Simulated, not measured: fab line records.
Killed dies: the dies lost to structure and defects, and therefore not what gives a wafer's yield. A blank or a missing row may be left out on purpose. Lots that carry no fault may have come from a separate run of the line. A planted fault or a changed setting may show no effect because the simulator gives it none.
Which tool is to blame? -- flow sky130 -- 24 lots with 72 wafers sampled at 5 steps, on a route of 708 steps

## WHAT EACH GAUGE READ, for each wafer
SKY_CONTACT_OVL_MEAS_15.
lot,measured,on,CONTACT_OVL (nm)
L074,day 31 09:52,overlay-01,3 7 6
L076,day 32 08:50,overlay-02,0 -2 -4
L075,day 32 11:41,overlay-01,-5 4 7
L077,day 32 15:26,overlay-02,4 12 -5
L078,day 32 16:59,overlay-02,9 2 2
L079,day 33 07:58,overlay-02,-2 -3 -6
L080,day 33 18:50,overlay-01,-1 0 0
L081,day 34 01:34,overlay-01,0 3 1
L082,day 34 06:54,overlay-01,3 3 7
L083,day 34 19:48,overlay-01,-3 -3 -8
L084,day 35 01:16,overlay-01,4 -2 -7
L085,day 35 14:24,overlay-02,-4 -6 2
L086,day 35 22:38,overlay-01,3 0 -2
L087,day 35 23:55,overlay-01,7 2 8
L088,day 36 08:20,overlay-02,1 4 -2
L089,day 36 10:46,overlay-01,11 1 4
L090,day 36 21:01,overlay-01,-7 -11 -4
L092,day 37 05:59,overlay-02,6 4 6
L091,day 37 11:13,overlay-02,5 0 -2
L093,day 38 02:22,overlay-02,-3 -2 -7
L095,day 38 03:23,overlay-02,7 -7 6
L094,day 38 13:04,overlay-02,-1 -2 7
L096,day 38 18:51,overlay-02,1 3 -5
L097,day 38 22:52,overlay-01,8 6 9

SKY_VIA2_BOW_MEAS_03.
lot,measured,on,VIA2_BOW (um)
L074,day 34 23:22,film_metro-03,82 92 82
L076,day 35 21:09,film_metro-04,82 67 84
L075,day 36 01:46,film_metro-03,86 82 99
L077,day 36 07:06,film_metro-04,74 93 90
L078,day 36 07:23,film_metro-04,92 100 86
L079,day 36 20:23,film_metro-04,91 90 83
L080,day 37 08:33,film_metro-04,81 91 87
L081,day 37 14:27,film_metro-04,80 88 90
L082,day 37 19:47,film_metro-02,86 77 82
L083,day 38 08:03,film_metro-04,78 85 80
L084,day 38 14:58,film_metro-04,85 82 79
L085,day 39 01:45,film_metro-04,101 85 76
L086,day 39 09:49,film_metro-04,90 87 85
L087,day 39 10:36,film_metro-02,88 84 86
L088,day 39 18:22,film_metro-04,76 67 69
L089,day 39 21:43,film_metro-03,84 73 79
L090,day 40 07:37,film_metro-04,89 80 90
L092,day 40 16:05,film_metro-04,88 100 82
L091,day 40 20:15,film_metro-04,97 101 89
L093,day 41 09:33,film_metro-04,79 88 80
L095,day 41 12:24,film_metro-03,81 81 76
L094,day 41 19:59,film_metro-03,89 99 77
L096,day 42 01:55,film_metro-02,83 83 95
L097,day 42 05:43,film_metro-02,79 75 74

SKY_VIA2_CD_MEAS_12 targets a cd of 200 nm.
lot,measured,on,cd_nm (nm)
L074,day 36 01:17,cd_sem-01,199.7 200.8 200.4
L076,day 36 22:38,cd_sem-01,199.9 199.7 199.3
L075,day 37 04:34,cd_sem-01,201.0 202.0 200.7
L077,day 37 08:13,cd_sem-01,200.7 200.9 200.2
L078,day 37 08:50,cd_sem-02,201.5 199.5 200.5
L079,day 37 22:28,cd_sem-01,199.7 199.7 200.7
L080,day 38 10:10,cd_sem-02,197.0 197.6 197.0
L081,day 38 15:59,cd_sem-02,200.3 200.6 202.3
L082,day 38 21:50,cd_sem-02,197.7 196.1 199.0
L083,day 39 09:29,cd_sem-02,200.4 198.3 200.4
L084,day 39 16:10,cd_sem-02,201.9 201.2 201.4
L085,day 40 02:30,cd_sem-01,198.8 200.0 199.1
L086,day 40 10:57,cd_sem-02,200.3 200.0 201.3
L087,day 40 11:17,cd_sem-02,202.4 200.4 202.1
L088,day 40 19:05,cd_sem-02,198.5 198.5 197.8
L089,day 40 22:22,cd_sem-01,200.8 201.1 199.3
L090,day 41 08:10,cd_sem-02,200.5 198.9 199.1
L092,day 41 15:40,cd_sem-01,200.0 199.5 200.0
L091,day 41 20:10,cd_sem-01,198.0 200.2 199.7
L093,day 42 09:32,cd_sem-02,201.6 201.8 201.6
L095,day 42 11:50,cd_sem-01,202.8 201.0 199.5
L094,day 42 19:43,cd_sem-02,199.1 199.9 198.8
L096,day 43 02:14,cd_sem-02,198.9 197.9 198.9
L097,day 43 04:37,cd_sem-01,200.4 200.4 198.7

SKY_VIA2_OVL_MEAS_13.
lot,measured,on,VIA2_OVL (nm)
L074,day 36 01:24,overlay-02,8 -2 -1
L076,day 36 22:46,overlay-01,-16 -4 2
L075,day 37 04:41,overlay-01,1 5 -4
L077,day 37 08:19,overlay-01,4 1 -8
L078,day 37 08:58,overlay-01,-4 -7 -3
L079,day 37 22:35,overlay-01,6 1 0
L080,day 38 10:17,overlay-02,2 -2 2
L081,day 38 16:06,overlay-01,2 1 1
L082,day 38 21:56,overlay-02,-1 4 -4
L083,day 39 09:36,overlay-02,3 7 7
L084,day 39 16:17,overlay-01,-6 1 3
L085,day 40 02:35,overlay-02,0 0 10
L086,day 40 11:02,overlay-02,-1 -13 -8
L087,day 40 11:25,overlay-02,-8 -6 -7
L088,day 40 19:13,overlay-01,10 15 10
L089,day 40 22:29,overlay-01,0 9 1
L090,day 41 08:17,overlay-02,10 8 -2
L092,day 41 15:47,overlay-01,1 5 2
L091,day 41 20:17,overlay-02,-2 0 6
L093,day 42 09:40,overlay-02,-1 2 4
L095,day 42 11:58,overlay-01,-2 8 -1
L094,day 42 19:50,overlay-02,-4 -2 2
L096,day 43 02:21,overlay-02,2 5 0
L097,day 43 04:43,overlay-01,7 -1 7

SKY_CAPM_THK_MEAS_04: measures by xrf.
lot,measured,on,CAPM_TIN_THK (nm)
L074,day 36 03:19,film_metro-02,194.6 196.8 197.5
L076,day 37 00:38,film_metro-02,197.1 199.1 194.6
L075,day 37 06:35,film_metro-04,199.2 199.7 200.4
L077,day 37 10:11,film_metro-02,199.5 198.5 199.3
L078,day 37 10:50,film_metro-04,197.3 196.0 196.8
L079,day 38 00:28,film_metro-04,194.2 195.7 194.6
L080,day 38 12:11,film_metro-01,197.6 197.9 199.8
L081,day 38 18:01,film_metro-02,196.7 194.6 195.7
L082,day 38 23:49,film_metro-04,198.4 197.9 196.5
L083,day 39 11:31,film_metro-02,194.9 199.3 197.8
L084,day 39 18:20,film_metro-01,194.1 197.1 196.7
L085,day 40 04:30,film_metro-04,201.0 200.0 201.9
L086,day 40 12:55,film_metro-02,201.3 201.8 201.2
L087,day 40 13:17,film_metro-01,197.8 200.7 198.9
L088,day 40 21:05,film_metro-02,200.6 197.2 198.3
L089,day 41 00:21,film_metro-01,201.5 198.9 199.1
L090,day 41 10:20,film_metro-04,203.4 204.4 202.6
L092,day 41 17:50,film_metro-02,203.9 201.7 202.8
L091,day 41 22:20,film_metro-04,200.5 201.5 199.7
L093,day 42 11:40,film_metro-04,198.4 199.8 198.3
L095,day 42 13:50,film_metro-01,198.2 196.1 198.6
L094,day 42 21:44,film_metro-01,202.3 198.5 199.2
L096,day 43 04:24,film_metro-01,200.7 199.6 195.2
L097,day 43 06:43,film_metro-01,202.0 196.2 200.2

## EACH LOT AND THE TOOL THAT RAN IT (in order: tool; ch and the chambers of the sampled wafers; start)
The record holds no process step before these readings.

## AS READ BY THE TOOLS THEMSELVES (means over the sampled wafers that have a number; for cases with no such wafer, the mark the record gives instead)
The record holds no such reading with a usual standard deviation.

## THE ANSWER, worked out from the rows above alone
Rule: what is usual is taken from the lots themselves. The widest of any qualifying gaps counts: lots, ordered by their means at a reading, are off when they make up no more than a third of the lots, leave a main group of 4 or more, and stand apart from it by 3 or more times the standard deviation of that group's means. Not used: any main group whose means are identical at the precision the tables above print for the reading. A lot without any number at a reading at which 4 lots or more have one is off too. The other lots that the step has rows for count as sound. First the gauges in route order, then the tools' own readings, where a lot's mean is used as printed above. The first step at which some lot is off is used, and at that step the reading that is off furthest; a lot without a number counts as furthest.
None of the lots is off at any reading shown; this tells nothing.

## WHAT THE SIMULATOR PUT IN
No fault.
